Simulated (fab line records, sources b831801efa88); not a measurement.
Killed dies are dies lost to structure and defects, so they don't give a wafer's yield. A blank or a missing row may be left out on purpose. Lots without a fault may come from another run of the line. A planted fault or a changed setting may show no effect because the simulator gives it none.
fab line records | flow sky130
record lots=14 wafers=42 last_day=50
route steps=708 shown FIELD_ISO@3 DNWELL@43 NWELL@75 VT_ADJUST_LVTN@106
lots that met no fault: from a run of the same line without faults
start_h: hours from the record's first day to the start of the lot's first wafer shown | wait_h: hours since the lot's step before | " the same as in the row above | L1.1+2: a row that stands for several wafers | - no value, or no start given | * or withheld: withheld | < > ~ a bound
route shown NAME@n: a module of which the file shows steps, and the number in the route of the first | usual: mean/standard deviation of fault-free wafers | same: alike in all rows | chamber/n: place in a boat | sites: the reading at each site | _std_site: their standard deviation | _edge_site: outer sites' mean less inner sites' | radius_mm: how far each site lies from the wafer's centre | mask NAME#n: copy n | behind: the tool/chamber that last shaped the wafer | hold: why the lot was held/for how many hours/how that ended | device: the transistor (n, p or np) that didn't switch | end of line: the same wafers' tests at the end of the route | a step without rows: its recipe alone | killed: dies lost to structure and defects at the first sort, not the wafer's yield | map: a wafer's dies, x killed, . not, _ none there
set.NAME: the setting as run; set.NAME@STEP: as run at that earlier step | model.NAME: the simulator's own value behind a step, which no gauge read
steps of the route over a sample of lots; a table a step, a row a wafer
services: from which hour (start_h, from the record's first day; less than 0 if before it) a tool's chamber was out of use, for how many hours, and why
## steps
# step SKY_FIELD_ISO_THK_MEAS_02
# recipe reads=SiO2_of_FIELD_ISO_OXIDATION_01
# usual FIELD_ISO_OXIDATION_00_THK=11.96/0.26
# columns lot.wafer tool chamber start_h wait_h FIELD_ISO_OXIDATION_00_THK[nm]
L605.1 film_metro-02 - 13.05 0.0 11.74
L605.3 " - " " 11.84
L605.5 " - " " 11.80
L606.1 film_metro-04 - 17.31 0.0 11.99
L606.3 " - " " 12.00
L606.4 " - " " 12.11
L607.2 film_metro-04 - 21.75 0.0 11.90
L607.3 " - " " 11.68
L607.4 " - " " 11.74
L613.3 film_metro-04 - 51.65 0.0 11.88
L613.4 " - " " 12.04
L613.5 " - " " 11.79
L614.1 film_metro-02 - 58.27 0.0 11.74
L614.3 " - " " 11.82
L614.4 " - " " 11.72
L615.1 film_metro-04 - 62.66 0.0 11.64
L615.3 " - " " 11.64
L615.4 " - " " 11.44
L619.2 film_metro-02 - 81.64 0.0 12.02
L619.5 " - " " 11.88
L619.6 " - " " 11.98
L620.1 film_metro-04 - 86.63 0.0 11.74
L620.4 " - " " 11.73
L620.6 " - " " 11.53
L621.2 film_metro-01 - 92.01 0.0 11.86
L621.4 " - " " 11.90
L621.6 " - " " 11.68
L622.1 film_metro-04 - 97.57 0.0 11.86
L622.5 " - " " 11.81
L622.6 " - " " 12.10
L623.2 film_metro-01 - 103.16 0.0 12.20
L623.3 " - " " 12.22
L623.6 " - " " 12.04
L625.2 film_metro-02 - 111.64 0.0 12.42
L625.3 " - " " 12.37
L625.5 " - " " 12.62
L626.3 film_metro-02 - 117.30 0.0 12.22
L626.4 " - " " 12.22
L626.5 " - " " 11.89
L627.2 film_metro-01 - 125.46 0.0 12.20
L627.3 " - " " 12.16
L627.4 " - " " 11.92
# step SKY_DNWELL_STRIP_08
# recipe chemistry=O2/N2 power_w=1400 pressure_mtorr=1500 platen_temp_c=withheld o2_flow_sccm=3000 n2_flow_sccm=300 overash_fraction=0.5
# usual chamber_pressure_mTorr=1500.1/1.2 drypump_motor_current_A=5.9/0.37 oes_product_au=0.722/0.0044 strip_time_to_endpoint_s=36.91/0.11
# columns lot.wafer tool chamber start_h wait_h chamber_pressure_mTorr drypump_motor_current_A oes_product_au rf_hours_counter_h strip_time_to_endpoint_s
L605.1 plasma_asher-04 1 54.39 0.1 1497.2 6.1 0.722 22 36.79
L605.3 " 0 " " 1500.1 5.7 0.720 - 36.85
L605.5 " 0 " " 1501.8 5.7 0.725 - 36.79
L606.1 plasma_asher-01 1 61.12 0.1 1500.5 6.6 0.721 40 36.87
L606.3 " 1 " " 1498.9 6.6 0.721 - 36.92
L606.4 " 0 " " 1502.1 5.7 0.727 - 36.91
L607.2 plasma_asher-01 0 64.69 0.1 1501.8 5.7 0.720 40 36.88
L607.3 " 1 " " 1500.7 6.6 0.714 - 36.88
L607.4 " 0 " " 1499.2 5.7 0.726 - 36.97
L613.3 plasma_asher-03 0 96.82 0.1 1496.8 5.3 0.717 - 36.85
L613.4 " 1 " " 1498.8 5.8 0.722 - 36.90
L613.5 " 0 " " 1501.9 5.3 0.716 - 36.96
L614.1 plasma_asher-01 1 102.44 0.1 1499.9 6.6 0.727 44 36.84
L614.3 " 0 " " 1499.0 5.7 0.723 - 36.93
L614.4 " 1 " " 1499.1 6.5 0.718 - 36.96
L615.1 plasma_asher-04 1 106.37 0.1 1500.3 6.1 0.722 28 37.12
L615.3 " 1 " " 1498.9 6.1 0.724 - 37.06
L615.4 " 0 " " 1499.9 5.8 0.719 - 37.04
L619.2 plasma_asher-03 0 128.67 0.1 1500.6 5.3 0.718 48 36.78
L619.5 " 1 " " 1500.7 5.7 0.722 - 36.90
L619.6 " 0 " " 1499.6 5.3 0.728 - 36.76
L620.1 plasma_asher-04 0 131.72 0.1 1497.8 5.8 0.721 31 37.05
L620.4 " 0 " " 1500.4 5.8 0.730 - 37.11
L620.6 " 0 " " 1498.4 5.8 0.726 - 37.10
L621.2 plasma_asher-04 0 140.49 0.1 1500.9 5.8 0.718 32 36.95
L621.4 " 1 " " 1501.5 6.1 0.724 - 36.85
L621.6 " 1 " " 1498.4 6.1 0.719 - 36.81
L622.1 plasma_asher-01 0 159.84 0.1 1499.1 5.7 0.716 51 36.94
L622.5 " 1 " " 1500.4 6.5 0.720 - 36.83
L622.6 " 0 " " 1500.2 5.7 0.722 - 36.74
L623.2 plasma_asher-04 1 167.74 0.1 1499.9 6.1 0.723 36 36.82
L623.3 " 0 " " 1501.9 5.7 0.723 - 36.93
L623.6 " 0 " " 1500.1 5.7 0.728 - 36.93
L626.3 plasma_asher-03 1 170.57 0.1 1499.8 5.7 0.721 - 37.22
L626.4 " 0 " " 1501.3 5.3 0.724 - 37.05
L626.5 " 0 " " 1502.0 5.3 0.718 - 37.11
L625.2 plasma_asher-04 0 170.89 0.1 1501.3 5.7 0.726 36 36.96
L625.3 " 0 " " 1500.6 5.8 0.715 - 37.00
L625.5 " 1 " " 1501.3 6.1 0.726 - 36.88
L627.2 plasma_asher-01 0 176.84 0.1 1501.2 5.7 0.727 53 36.72
L627.3 " 1 " " 1499.5 6.6 0.719 - 36.76
L627.4 " 0 " " 1498.1 5.7 0.731 - 36.73
# step SKY_NWELL_DEVELOP_22
# recipe wall_angle_deg=90 developer=TMAH develop_time_s=60 dev_temp_c=23
# usual chill_plate_temp_C=23.01/0.11 develop_time_s=60/0 resist_line_temp_C=23.01/0.11
# columns lot.wafer tool chamber start_h wait_h chill_plate_temp_C develop_time_s resist_line_temp_C
L605.1 litho_track-03 0 105 - 22.90 60 22.84
L605.3 " 0 " " 22.99 60 22.89
L605.5 " 0 " " 22.99 60 22.86
L606.1 litho_track-02 0 113 - 23.06 60 23.06
L606.3 " 0 " " 23.03 60 23.06
L606.4 " 0 " " 23.08 60 23.04
L607.2 litho_track-02 0 117 - 22.96 60 23.06
L607.3 " 0 " " 22.91 60 23.09
L607.4 " 0 " " 22.86 60 23.07
L613.3 litho_track-01 0 152 - 23.03 60 23.01
L613.4 " 0 " " 23.03 60 23.15
L613.5 " 0 " " 23.12 60 22.86
L614.1 litho_track-01 - 158 - - - -
L614.3 " - " " - - -
L614.4 " - " " - - -
L615.1 litho_track-03 - 162 - - - -
L615.3 " - " " - - -
L615.4 " - " " - - -
L619.2 litho_track-01 0 186 - 22.89 60 23.09
L619.5 " 0 " " 22.94 60 23.23
L619.6 " 0 " " 23.06 60 23.05
L620.1 litho_track-01 0 189 - 22.97 60 23.01
L620.4 " 0 " " 22.96 60 23.12
L620.6 " 0 " " 22.98 60 22.84
L621.2 litho_track-01 0 201 - 22.94 60 22.94
L621.4 " 0 " " 23.15 60 23.07
L621.6 " 0 " " 23.08 60 23.00
L622.1 litho_track-02 0 224 - 22.89 60 23.02
L622.5 " 0 " " 22.95 60 22.98
L622.6 " 0 " " 22.97 60 22.95
L623.2 litho_track-02 0 232 - 23.09 60 23.03
L623.3 " 0 " " 23.11 60 23.18
L623.6 " 0 " " 23.11 60 23.10
L626.3 litho_track-03 0 236 - 23.07 60 23.26
L626.4 " 0 " " 22.97 60 22.99
L626.5 " 0 " " 23.25 60 23.01
L625.2 litho_track-03 0 237 - 22.81 60 22.93
L625.3 " 0 " " 22.90 60 23.12
L625.5 " 0 " " 22.78 60 23.05
L627.2 litho_track-01 0 242 - 22.91 60 23.06
L627.3 " 0 " " 22.89 60 23.04
L627.4 " 0 " " 22.99 60 23.01
# step SKY_VT_ADJUST_LVTN_STRIP_09
# recipe chemistry=O2/N2 power_w=1400 pressure_mtorr=1500 platen_temp_c=withheld o2_flow_sccm=3000 n2_flow_sccm=300 overash_fraction=0.5
# usual chamber_pressure_mTorr=1500.0/1.3 drypump_motor_current_A=5.9/0.38 oes_product_au=0.722/0.0045 strip_time_to_endpoint_s=36.92/0.12
# columns lot.wafer tool chamber start_h wait_h chamber_pressure_mTorr drypump_motor_current_A oes_product_au rf_hours_counter_h strip_time_to_endpoint_s
L605.1 plasma_asher-04 1 142.52 0.1 1502.2 6.1 0.724 33 36.68
L605.3 " 0 " " 1501.0 5.7 0.717 - 36.79
L605.5 " 1 " " 1500.8 6.1 0.718 - 36.84
L606.1 plasma_asher-01 0 150.32 0.1 1499.8 5.7 0.723 50 36.90
L606.3 " 1 " " 1500.7 6.6 0.732 - 36.87
L606.4 " 0 " " 1502.3 5.7 0.724 - 36.87
L607.2 plasma_asher-01 0 154.22 0.1 1499.1 5.7 0.723 51 37.14
L607.3 " 0 " " 1502.2 5.8 0.719 - 37.03
L607.4 " 1 " " 1499.1 6.6 0.723 - 37.04
L613.3 plasma_asher-03 0 194.91 0.1 1499.4 5.3 0.725 - 36.95
L613.4 " 1 " " 1502.5 5.7 0.720 - 36.98
L613.5 " 0 " " 1498.0 5.3 0.721 - 36.87
L614.1 plasma_asher-01 0 200.90 0.1 1500.2 5.7 0.720 55 37.15
L614.3 " 1 " " 1500.9 6.6 0.724 - 37.21
L614.4 " 0 " " 1500.0 5.7 0.719 - 37.15
L615.1 plasma_asher-01 1 205.63 0.1 1499.2 6.6 0.724 56 36.90
L615.3 " 1 " " 1500.5 6.5 0.719 - 36.79
L615.4 " 0 " " 1500.9 5.8 0.720 - 36.80
L619.2 plasma_asher-01 0 230.27 0.1 1503.6 5.7 0.720 58 36.91
L619.5 " 0 " " 1498.1 5.7 0.724 - 36.91
L619.6 " 1 " " 1500.7 6.5 0.725 - 36.81
L620.1 plasma_asher-04 0 235.12 0.1 1501.2 5.7 0.724 42 36.82
L620.4 " 0 " " 1499.3 5.8 0.726 - 36.73
L620.6 " 1 " " 1498.3 6.1 0.718 - 36.96
L621.2 plasma_asher-01 1 247.43 0.1 1499.1 6.6 0.714 60 36.81
L621.4 " 1 " " 1499.9 6.6 0.723 - 36.79
L621.6 " 1 " " 1499.2 6.6 0.723 - 36.73
L622.1 plasma_asher-03 1 272.93 0.1 1499.0 5.7 0.721 63 36.95
L622.5 " 0 " " 1499.2 5.3 0.729 - 37.03
L622.6 " 1 " " 1500.9 5.8 0.731 - 36.97
L623.2 plasma_asher-01 1 280.57 0.1 1499.6 6.5 0.720 63 36.86
L623.3 " 0 " " 1499.1 5.8 0.719 - 36.99
L623.6 " 1 " " 1500.0 6.5 0.720 - 37.06
L626.3 plasma_asher-04 0 285.36 0.1 1497.4 5.7 0.722 - 36.98
L626.4 " 1 " " 1498.1 6.1 0.724 - 36.91
L626.5 " 1 " " 1501.8 6.1 0.717 - 36.90
L625.2 plasma_asher-04 0 285.78 0.1 1500.7 5.8 0.721 47 36.90
L625.3 " 0 " " 1501.0 5.8 0.720 - 36.85
L625.5 " 1 " " 1497.2 6.1 0.721 - 36.75
L627.2 plasma_asher-03 1 291.42 0.1 1500.2 5.7 0.719 65 37.06
L627.3 " 1 " " 1499.5 5.8 0.727 - 37.05
L627.4 " 0 " " 1497.7 5.3 0.721 - 37.08
## services
# columns tool chamber start_h hours kind
plasma_asher-03 - 64.41 0.9 repair
plasma_asher-01 - 80.70 6.3 repair
plasma_asher-04 - 123.31 2.0 repair
plasma_asher-04 - 129.92 0.5 repair
plasma_asher-01 - 221.07 2.8 pm
litho_track-01 - 287.67 - consumable_replace:filter
## key
first_sign step=SKY_NWELL_DEVELOP_22 reading=tool_record direction=missing
effect none on later readings
met_at SKY_NWELL_DEVELOP_22
struck_lots L614,L615
sort_left_out L614.1,L614.3,L614.4,L615.1,L615.3,L615.4
tester_left_out L614,L615
not_acting_at SKY_FIELD_ISO_THK_MEAS_02,SKY_DNWELL_STRIP_08,SKY_VT_ADJUST_LVTN_STRIP_09
onset_between 152 158
fault kind=skipped_step_whole tool=litho_track-01,litho_track-03 chamber=- onset_h=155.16 steps=SKY_NWELL_DEVELOP_22 scope=struck_lots_only
# tester_left_out: of these lots the tester's yield and bins aren't shown, on N5 and GAA mostly nor the transistor test; their killed dies are dies lost to structure and defects alone, not to doping, threshold or leakage, so they don't give the yield
# sort_left_out: the simulated sort isn't trusted on such a fault, so these wafers' sort isn't shown, and their yield isn't known
